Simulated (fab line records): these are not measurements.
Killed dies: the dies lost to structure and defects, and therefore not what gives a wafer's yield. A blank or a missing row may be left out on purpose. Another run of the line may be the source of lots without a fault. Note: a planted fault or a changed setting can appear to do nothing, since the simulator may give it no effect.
Comparing a struck lot with a sound one    flow sky130    36 out of 708 route steps
Sound: wafers L179.2, L179.4, L179.5. Struck: wafers L171.1, L171.4, L171.5. The cause is given at the end.
Order at every step that has rows: each side's tool, ch and its chambers, its first start. Under that, the readings that differ: sound wafers    struck wafers    difference of the means    sigmas: that difference in standard deviations of wafers without a fault.
alike: readings whose means differ by less than 2 such deviations, and words and numbers that are the same on both sides. not compared: withheld readings, readings that some wafer has no value for, bounds like >300 that may hide the same value, and numbers for which the record gives no deviation and whose values overlap.
The two part at a step that has a row with sigmas, a row that says differs or no value, or rows on one side only. Numbers that have no deviation but don't overlap get no sigmas and don't part them. Lack of a reading on every wafer of one side parts them only where that side has two or more wafers.

first, 10 steps without rows for these wafers: SKY_GATE_OXIDE_COAT_05 (resist thk 1140 nm); SKY_GATE_OXIDE_SOFTBAKE_06 (time 60 s); SKY_GATE_OXIDE_EXPOSE_07 (exposes mask LVOM, target cd 600 nm); SKY_GATE_OXIDE_PEB_08; SKY_GATE_OXIDE_DEVELOP_09 (develop time 60 s); SKY_GATE_OXIDE_IMPLANT_11; SKY_GATE_OXIDE_WET_ETCH_12 (etches SiO2 in dHF, target depth 16.8 nm, time 336 s); SKY_GATE_OXIDE_STRIP_13 (strips in O2/N2); SKY_GATE_OXIDE_CLEAN_15 (cleans in SC1/SC2, time 150 s); SKY_GATE_OXIDE_OXIDATION_16 (stabilise 600 s, purge 300 s, target thk 3.57 nm).
SKY_POLY_GATE_CVD_00: deposits poly-Si, target thk 180 nm, time 720 s.
  sound on lpcvd-01 ch 1, day 21 14:23; struck on lpcvd-01 ch 0, day 19 06:44
reading                                       sound                 struck                difference  sigmas
spikeTcBottomC (C)                            637.8 637.7 638.5     626.1 625.3 625.9     -12.2       -6
spikeTcCentreC (C)                            621.0 620.4 618.2     610.5 609.6 608.6     -10.3       -9
spikeTcLowerC (C)                             622.3 621.5 621.9     610.0 609.6 610.9     -11.7       -11
spikeTcTopC (C)                               638.0 638.4 638.4     628.6 630.0 628.1     -9.4        -9
spikeTcUpperC (C)                             619.5 618.1 617.0     612.5 610.0 610.1     -7.3        -5
susceptorTempC (C)                            620.10 619.87 620.25  610.41 610.40 610.28  -9.71       -39
model.poly-Si_of_POLY_GATE_CVD_00.thkNm (nm)  178.9 179.8 178.8     142.9 142.9 142.1     -36.5       
SKY_POLY_GATE_THK_MEAS_01:
  sound on filmMetro-03 at day 21 15:36; struck on filmMetro-02 at day 19 07:56
reading                    sound              struck             difference  sigmas
POLY_GATE_CVD_00_THK (nm)  178.7 179.7 178.9  142.8 142.9 142.2  -36.5       -23
then, 9 steps without rows for these wafers: SKY_RES_PROTECT_DEHYDRATE_00 (time 60 s); SKY_RES_PROTECT_HMDS_01 (prime time 60 s); SKY_RES_PROTECT_COAT_02 (resist thk 1140 nm); SKY_RES_PROTECT_SOFTBAKE_03 (time 60 s); SKY_RES_PROTECT_EXPOSE_04 (exposes mask RPM, target cd 1270 nm); SKY_RES_PROTECT_PEB_05; SKY_RES_PROTECT_DEVELOP_06 (develop time 60 s); SKY_POLY_GATE_IMPLANT_02; SKY_RES_PROTECT_STRIP_07 (strips in O2/N2).
SKY_RES_PROTECT_CLEAN_09: cleans in SC1/SC2, time 150 s.
  sound on wetBench-03 ch 3, day 22 22:01; struck on wetBench-02 ch 2, day 20 15:15
reading                                       sound              struck             difference  sigmas
bathGuardTempC (C)                            69.5 69.6 69.5     70.4 70.6 70.3     +0.9        +2
tempC (C)                                     70.27 70.20 70.11  69.86 69.64 69.71  -0.46       -4
model.poly-Si_of_POLY_GATE_CVD_00.thkNm (nm)  178.3 179.1 178.2  142.2 142.3 141.5  -36.5       
then, 11 steps without rows for these wafers: SKY_POLY_GATE_CVD_03 (deposits Si3N4 from DCS/NH3, target thk 75 nm, time 1290 s); SKY_POLY_GATE_DEHYDRATE_05 (time 60 s); SKY_POLY_GATE_HMDS_06 (prime time 60 s); SKY_POLY_GATE_COAT_07 (resist thk 110 nm); SKY_POLY_GATE_COAT_08 (resist thk 450 nm); SKY_POLY_GATE_SOFTBAKE_09 (time 90 s); SKY_POLY_GATE_EXPOSE_10 (exposes mask P1M, target cd 150 nm); SKY_POLY_GATE_PEB_11; SKY_POLY_GATE_DEVELOP_12 (develop time 60 s); SKY_POLY_GATE_ETCH_15 (etches BARC in N2/H2, stops on SiO2, time 118.5 s, target depth 110 nm); SKY_POLY_GATE_ETCH_16 (etches Si3N4 in CH3F/O2, stops on poly-Si, time 147.5 s, target depth 75 nm).
SKY_POLY_GATE_ETCH_17: etches poly-Si in HBr/Cl2, stops on SiO2, target depth 180 nm, time 70.5 s.
  sound on rieSi-01 ch 0,2, day 24 10:41; struck on rieSi-02 ch 2,3, day 21 23:49
reading                              sound              struck             difference  sigmas
oesProductAu (a.u.)                  0.975 0.993 0.979  0.857 0.846 0.841  -0.134      -22
model.POLY_GATE.featureDepthNm (nm)  178.3 179.1 178.2  142.2 142.3 141.5  -36.5       
model.etch.depthNm (nm)              178.3 179.1 178.2  142.2 142.3 141.5  -36.5       
  alike: HBr_flow_sccm, drypumpMotorCurrentA, throttleValvePct
  not compared: rfHoursCounterH
then, 1 step without rows for these wafers: SKY_POLY_GATE_STRIP_18 (strips in O2/N2).
-- the record jumps here: 28 days lie between the struck wafers' starts before and after (it left off in module POLY_GATE and takes up again in module PAD_OPEN, whose first step shown is number 708 of the route) --
SKY_PAD_OPEN_PROBE_99:
  sound on prober-02 at day 50 22:23; struck on prober-01 at day 49 13:46
reading                          sound              struck             difference  sigmas
model.etest.resHighPo.lineOhmUm  761.5 733.2 751.1  920.8 952.2 926.7  +184.6      
model.etest.resPoly.lineOhmUm    525.9 526.7 530    633.3 652 656.5    +119.7      
model.etest.resHighPo.rsOhmSq    261.5 254.4 263    318.3 329.3 322.3  +63.7       
model.etest.resPoly.rsOhmSq      48.4 47.17 48.74   59.25 60.68 60.02  +11.88      
model.etest.capLiToPoly.cAfUm2   99.37 100.7 95.88  91.36 91.6 89.83   -7.72       
  alike: killed_at_M0_to_M3, killed_at_M4_up, killedAtContacts, killedAtFrontEnd, killedAtOther, killedDies, killedOpen, killedShort
  not compared: model.etest.tipN.rsOhmSq

WHERE THEY PART
First at SKY_POLY_GATE_CVD_00; last, within this record, at SKY_POLY_GATE_ETCH_17. Later steps at which nothing parts them and some readings are alike: SKY_PAD_OPEN_PROBE_99.

WHY: the cause the simulator had injected
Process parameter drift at SKY_POLY_GATE_CVD_00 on lpcvd-01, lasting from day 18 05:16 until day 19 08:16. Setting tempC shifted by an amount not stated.
